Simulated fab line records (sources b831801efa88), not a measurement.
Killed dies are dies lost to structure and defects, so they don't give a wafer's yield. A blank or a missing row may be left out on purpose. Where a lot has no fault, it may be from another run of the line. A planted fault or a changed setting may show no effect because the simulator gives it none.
fab line records    flow sky130
[record] lots = 6  wafers = 18  lastDay = 49
route steps=708 shown VIA2@522 METAL3@532
lots with no fault: from the same line, run without faults
startH: hours from the record's opening day to when the first of the lot's shown wafers began    waitH: how many hours have passed since the lot's step before this one    " repeats the value in the row above    L1.1+2: one row covering several wafers at once    - no value, or no start was given    * or withheld: withheld    < > ~ a bound
route shown NAME@n: a module of which the file shows steps, and the number in the route of the first    usual: the fault-free wafers' mean and standard deviation    same: alike in all rows    chamber/n: place in a boat    sites: each site's reading    _std_site: standard deviation across them    _edge_site: the outer-site mean with the inner-site mean subtracted    radiusMm: how far each site lies from the wafer's centre    mask NAME#n: copy n    behind: the most recent tool/chamber to have shaped the wafer    hold: what put the lot on hold/how long, in hours/how the hold closed    device: transistor that didn't switch, given as n, p or np    end of line: tests of these same wafers at the route's end    step lacking rows: just its recipe    killed: count of dies lost to structure and defects at first sort (not the wafer's yield)    map: a wafer's dies, x killed, . not, _ none there
set.NAME: the setting that was run; set.NAME@STEP: the one run at that earlier step    model.NAME: the simulator's own value behind a step, which no gauge read
certain route steps with their lots: each step a table, each wafer a row
services: the hour from which a tool's chamber was out of use, counted from the record's first day as startH (under 0 if before that day), plus the number of hours and why
[[steps]]
[step SKY_VIA2_ETCH_15]
[recipe] target = SiO2  chemistry = C4F8/O2/Ar  targetDepthNm = 546  stopOn = TiN  maskMaterial = KrF-thick  sourceW = 1500  biasW = 1200  pressureMtorr = 40  c4f8FlowSccm = withheld  O2_flow_sccm = 6  Ar_flow_sccm = 300  timeS = 84
[usual] oesProductAu = 0.940/0.0044
lot.wafer  tool        chamber  startH  waitH  oesProductAu  rfHoursCounterH
L513.2     rieDiel-04  1        910.54  0.0    0.935         20
L513.3     "           0        "       "      0.935         16
L513.5     "           2        "       "      0.929         -
L515.1     rieDiel-01  3        921.14  0.0    0.943         18
L515.3     "           1        "       "      0.938         17
L515.6     "           0        "       "      0.939         -
L520.3     rieDiel-04  1        965.79  0.0    0.936         22
L520.4     "           2        "       "      0.930         13
L520.5     "           2        "       "      0.935         -
L522.2     rieDiel-02  0        986.05  0.0    0.938         11
L522.3     "           1        "       "      0.938         5
L522.4     "           3        "       "      0.944         14
L523.2     rieDiel-02  0        987.85  0.0    0.943         11
L523.3     "           3        "       "      0.940         14
L523.5     "           2        "       "      0.946         -
L524.3     rieDiel-02  1        991.94  0.0    0.935         5
L524.4     "           2        "       "      0.951         7
L524.5     "           2        "       "      0.940         -
[step SKY_VIA2_STRIP_16]
[recipe] chemistry = O2/N2  powerW = 1400  pressureMtorr = 1500  platenTempC = withheld  o2FlowSccm = 3000  n2FlowSccm = 300  overashFraction = 0.5
[usual] drypumpMotorCurrentA = 6.0/0.52  oesProductAu = 0.398/0.0044  stripTimeToEndpointS = 4.044/0.021
lot.wafer  tool            chamber  startH  waitH  drypumpMotorCurrentA  oesProductAu  rfHoursCounterH  stripTimeToEndpointS
L513.2     plasmaAsher-04  1        910.61  0.0    6.6                   0.399         110              4.007
L513.3     "               0        "       "      5.7                   0.392         -                4.074
L513.5     "               0        "       "      5.7                   0.398         -                4.039
L515.1     plasmaAsher-02  0        921.21  0.0    6.1                   0.400         49               4.044
L515.3     "               1        "       "      6.8                   0.396         -                4.071
L515.6     "               1        "       "      6.8                   0.387         -                4.018
L520.3     plasmaAsher-03  1        965.89  0.1    5.3                   0.400         -                4.036
L520.4     "               0        "       "      5.8                   0.398         -                4.010
L520.5     "               0        "       "      5.8                   0.398         -                4.012
L522.2     plasmaAsher-02  1        986.12  0.0    6.8                   0.407         56               4.070
L522.3     "               0        "       "      6.1                   0.401         -                4.055
L522.4     "               1        "       "      6.8                   0.403         -                4.076
L523.2     plasmaAsher-03  1        987.92  0.0    5.3                   0.400         91               4.046
L523.3     "               0        "       "      5.8                   0.397         -                4.042
L523.5     "               0        "       "      5.8                   0.390         -                4.063
L524.3     plasmaAsher-03  0        992.04  0.1    5.8                   0.392         -                4.036
L524.4     "               1        "       "      5.3                   0.395         -                4.067
L524.5     "               0        "       "      5.8                   0.402         -                4.054
[step SKY_VIA2_STRIP_17]
[recipe] chemistry = postEtchResidueRemover  timeS = 1200  tempC = 72.5
[step SKY_VIA2_CLEAN_18]
[recipe] chemistry = IPA  timeS = 180  tempC = 25
[step SKY_VIA2_CLEAN_19]
[recipe] chemistry = O3/DIW  dry = n2Spin
[step SKY_VIA2_SPUTTER_20]
[recipe] material = TiN  targetThkNm = 20  chamberPressurePa = 5  powerW = 4000  timeS = 80
[step SKY_VIA2_CVD_21]
[recipe] material = W  targetThkNm = 420  timeS = 126.4  tempC = 400  pressureTorr = 40
[step SKY_VIA2_RS_MEAS_22]
[recipe] thkMeasGauge = four-point-probe  reads = W_of_VIA2_CVD_21+TiN_of_VIA2_SPUTTER_20
[usual] VIA2_W_RS = 0.274/0.0034
lot.wafer  tool          chamber  startH  waitH  VIA2_W_RS[ohm/sq]
L513.2     filmMetro-01  -        911.42  0.1    0.275
L513.3     "             -        "       "      0.266
L513.5     "             -        "       "      0.274
L515.1     filmMetro-01  -        922.00  0.1    0.275
L515.3     "             -        "       "      0.275
L515.6     "             -        "       "      0.272
L520.3     filmMetro-04  -        966.68  0.1    0.274
L520.4     "             -        "       "      0.282
L520.5     "             -        "       "      0.277
L522.2     filmMetro-02  -        986.92  0.1    0.273
L522.3     "             -        "       "      0.275
L522.4     "             -        "       "      0.276
L523.2     filmMetro-04  -        988.72  0.1    0.276
L523.3     "             -        "       "      0.271
L523.5     "             -        "       "      0.271
L524.3     filmMetro-04  -        992.83  0.1    0.271
L524.4     "             -        "       "      0.275
L524.5     "             -        "       "      0.272
[step SKY_VIA2_THK_MEAS_23]
[recipe] thkMeasGauge = xrf  reads = W_of_VIA2_CVD_21
[usual] VIA2_W_THK = 431/8.6
lot.wafer  tool          chamber  startH  waitH  VIA2_W_THK[nm]
L513.2     filmMetro-01  -        911.53  0.1    432
L513.3     "             -        "       "      449
L513.5     "             -        "       "      436
L515.1     filmMetro-01  -        922.12  0.1    435
L515.3     "             -        "       "      436
L515.6     "             -        "       "      440
L520.3     filmMetro-04  -        966.78  0.1    438
L520.4     "             -        "       "      425
L520.5     "             -        "       "      432
L522.2     filmMetro-02  -        987.03  0.1    425
L522.3     "             -        "       "      426
L522.4     "             -        "       "      424
L523.2     filmMetro-04  -        988.83  0.1    432
L523.3     "             -        "       "      441
L523.5     "             -        "       "      445
L524.3     filmMetro-04  -        992.93  0.1    440
L524.4     "             -        "       "      433
L524.5     "             -        "       "      442
[step SKY_VIA2_CMP_24]
[recipe] stopOn = SiO2  tOverpolishS = 20  downForcePsi = 3.5  platenRpm = 60  targetThkNm = 0  padVelocityMS = 0.94248
[step SKY_METAL3_SPUTTER_00]
[recipe] material = Ti  targetThkNm = 15  powerW = 3000  timeS = 10  chamberPressurePa = 0.4
[usual] cathodeDcPowerW = 3000.1/0.56  chamberPressurePa = 0.3999/0.00084  throttleValvePct = 29.9/0.99
lot.wafer  tool           chamber  startH  waitH  cathodeDcPowerW  chamberPressurePa  throttleValvePct
L513.2     pvdSputter-04  -        911.88  0.1    3000.7           0.4003             31.1
L513.3     "              -        "       "      3000.4           0.4004             30.9
L513.5     "              -        "       "      3000.2           0.4001             29.0
L515.1     pvdSputter-02  -        922.48  0.1    3000.3           0.4000             30.6
L515.3     "              -        "       "      2999.6           0.3998             30.4
L515.6     "              -        "       "      2999.6           0.4027             30.5
L520.3     pvdSputter-02  -        967.23  0.1    3000.7           0.3994             29.2
L520.4     "              -        "       "      2999.7           0.3996             30.3
L520.5     "              -        "       "      3000.0           0.3996             30.3
L522.2     pvdSputter-02  -        987.38  0.2    3000.2           0.4004             28.7
L522.3     "              -        "       "      3000.2           0.4003             30.4
L522.4     "              -        "       "      3000.7           0.3996             30.6
L523.2     pvdSputter-03  -        989.18  0.1    2999.8           0.3995             29.5
L523.3     "              -        "       "      2999.1           0.4002             30.3
L523.5     "              -        "       "      3000.1           0.3993             28.6
L524.3     pvdSputter-04  -        993.27  0.1    3000.1           0.4002             29.1
L524.4     "              -        "       "      3000.7           0.4013             30.6
L524.5     "              -        "       "      2999.8           0.4002             29.1
[step SKY_METAL3_SPUTTER_01]
[recipe] material = TiN  targetThkNm = 20  powerW = 6500  timeS = 16.7  chamberPressurePa = 0.4
[usual] cathodeDcPowerW = 6500.0/1.1  chamberPressurePa = 0.3998/0.00078  throttleValvePct = 29.9/1
lot.wafer  tool           chamber  startH  waitH  cathodeDcPowerW  chamberPressurePa  throttleValvePct
L513.2     pvdSputter-04  -        911.90  0.0    6500.3           0.3987             30.9
L513.3     "              -        "       "      6502.8           0.4000             30.9
L513.5     "              -        "       "      6498.3           0.3998             29.2
L515.1     pvdSputter-02  -        922.50  0.0    6499.9           0.3999             30.5
L515.3     "              -        "       "      6501.5           0.3994             30.3
L515.6     "              -        "       "      6498.7           0.3997             30.7
L520.3     pvdSputter-02  -        967.26  0.0    6499.6           0.3996             28.7
L520.4     "              -        "       "      6501.3           0.4001             30.4
L520.5     "              -        "       "      6499.2           0.3986             30.6
L522.2     pvdSputter-02  -        987.40  0.0    6498.5           0.3989             29.2
L522.3     "              -        "       "      6499.1           0.4016             30.7
L522.4     "              -        "       "      6499.8           0.4005             30.7
L523.2     pvdSputter-03  -        989.20  0.0    6500.6           0.4004             29.2
L523.3     "              -        "       "      6502.1           0.4002             30.0
L523.5     "              -        "       "      6499.9           0.4007             29.1
L524.3     pvdSputter-04  -        993.29  0.0    6499.3           0.3994             29.1
L524.4     "              -        "       "      6501.0           0.3978             30.7
L524.5     "              -        "       "      6499.4           0.3998             29.1
[step SKY_METAL3_SPUTTER_02]
[recipe] material = AlCu  targetThkNm = 735  powerW = 10600  timeS = 39.1  chamberPressurePa = 0.4
[usual] cathodeDcPowerW = 10600/2  chamberPressurePa = 0.3999/0.00083  throttleValvePct = 29.9/1
lot.wafer  tool           chamber  startH  waitH  cathodeDcPowerW  chamberPressurePa  throttleValvePct
L513.2     pvdSputter-04  -        911.92  0.0    -                -                  -
L513.3     "              -        "       "      -                -                  -
L513.5     "              -        "       "      -                -                  -
L515.1     pvdSputter-02  -        922.52  0.0    -                -                  -
L515.3     "              -        "       "      -                -                  -
L515.6     "              -        "       "      -                -                  -
L520.3     pvdSputter-02  -        967.28  0.0    10597            0.3997             29.1
L520.4     "              -        "       "      10601            0.4000             30.4
L520.5     "              -        "       "      10599            0.3985             30.3
L522.2     pvdSputter-02  -        987.43  0.0    10599            0.4011             29.1
L522.3     "              -        "       "      10601            0.4002             30.4
L522.4     "              -        "       "      10600            0.4012             30.3
L523.2     pvdSputter-03  -        989.23  0.0    10601            0.4001             29.2
L523.3     "              -        "       "      10603            0.4006             30.1
L523.5     "              -        "       "      10601            0.4002             28.7
L524.3     pvdSputter-04  -        993.32  0.0    10600            0.4016             29.2
L524.4     "              -        "       "      10599            0.3997             30.9
L524.5     "              -        "       "      10599            0.4013             29.0
[step SKY_METAL3_SPUTTER_03]
[recipe] material = Ti  targetThkNm = 5  powerW = 3000  timeS = 3.3  chamberPressurePa = 0.4
[usual] cathodeDcPowerW = 3000.0/0.56  chamberPressurePa = 0.3999/0.00088  throttleValvePct = 29.9/1
lot.wafer  tool           chamber  startH  waitH  cathodeDcPowerW  chamberPressurePa  throttleValvePct
L513.2     pvdSputter-04  -        911.96  0.0    2999.6           0.4000             31.1
L513.3     "              -        "       "      2999.7           0.3988             30.8
L513.5     "              -        "       "      3001.4           0.3998             28.9
L515.1     pvdSputter-02  -        922.56  0.0    2999.9           0.3991             30.9
L515.3     "              -        "       "      2999.8           0.3992             30.4
L515.6     "              -        "       "      2999.8           0.3997             30.5
L520.3     pvdSputter-02  -        967.32  0.0    3001.1           0.4000             28.9
L520.4     "              -        "       "      2999.7           0.3998             30.7
L520.5     "              -        "       "      2999.2           0.3992             30.1
L522.2     pvdSputter-02  -        987.46  0.0    3000.5           0.3990             29.1
L522.3     "              -        "       "      2999.9           0.3985             30.5
L522.4     "              -        "       "      3000.7           0.4008             30.2
L523.2     pvdSputter-03  -        989.26  0.0    2999.3           0.4014             29.5
L523.3     "              -        "       "      2999.9           0.3996             30.5
L523.5     "              -        "       "      3000.1           0.4003             28.6
L524.3     pvdSputter-04  -        993.36  0.0    2999.8           0.4008             29.2
L524.4     "              -        "       "      3000.7           0.3992             30.9
L524.5     "              -        "       "      2999.0           0.4012             29.0
[[services]]
tool            chamber  startH  hours  kind
rieDiel-02      3        896.18  27.6   repair
plasmaAsher-04  -        897.30  12.7   repair
rieDiel-01      3        897.86  6.3    repair
rieDiel-04      -        957.40  1.7    repair
rieDiel-04      2        971.71  29.8   repair
rieDiel-01      0        980.65  8.1    repair
rieDiel-04      3        982.00  45.3   repair
pvdSputter-02   -        983.41  1.5    repair
rieDiel-01      3        983.46  3.2    repair
rieDiel-04      1        985.02  5.1    repair
[[key]]
[firstSign] step = SKY_METAL3_SPUTTER_02  reading = toolRecord  direction = missing
effect none on later readings
metAt SKY_METAL3_SPUTTER_02
struckWafers L513.2,L513.3,L513.5,L515.1,L515.3,L515.6
laterRowsLeftOut L513.2,L513.3,L513.5,L515.1,L515.3,L515.6
sortLeftOut L513.2,L513.3,L513.5,L515.1,L515.3,L515.6
testerLeftOut L515
[earlierFault] kind = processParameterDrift  tool = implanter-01  chamber = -  onsetH = 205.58  steps = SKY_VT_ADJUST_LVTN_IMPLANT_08  channel = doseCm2  offset = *  shape = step  endH = 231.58  actsIn = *  stated = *
[fault] kind = skippedStepWhole  tool = pvdSputter-02,pvdSputter-04  chamber = -  onsetH = 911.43  steps = SKY_METAL3_SPUTTER_02  scope = struckLotsOnly
// testerLeftOut: of these lots the tester's yield and bins aren't shown, on N5 and GAA mostly nor the transistor test; their killed dies are dies lost to structure and defects alone, not to doping, threshold or leakage, so they don't give the yield
// sortLeftOut: the simulated sort isn't trusted on such a fault, so these wafers' sort isn't shown, and their yield isn't known
// laterRowsLeftOut: the simulator's readings of these wafers behind a module that went badly wrong aren't trusted and aren't shown, but for the sort
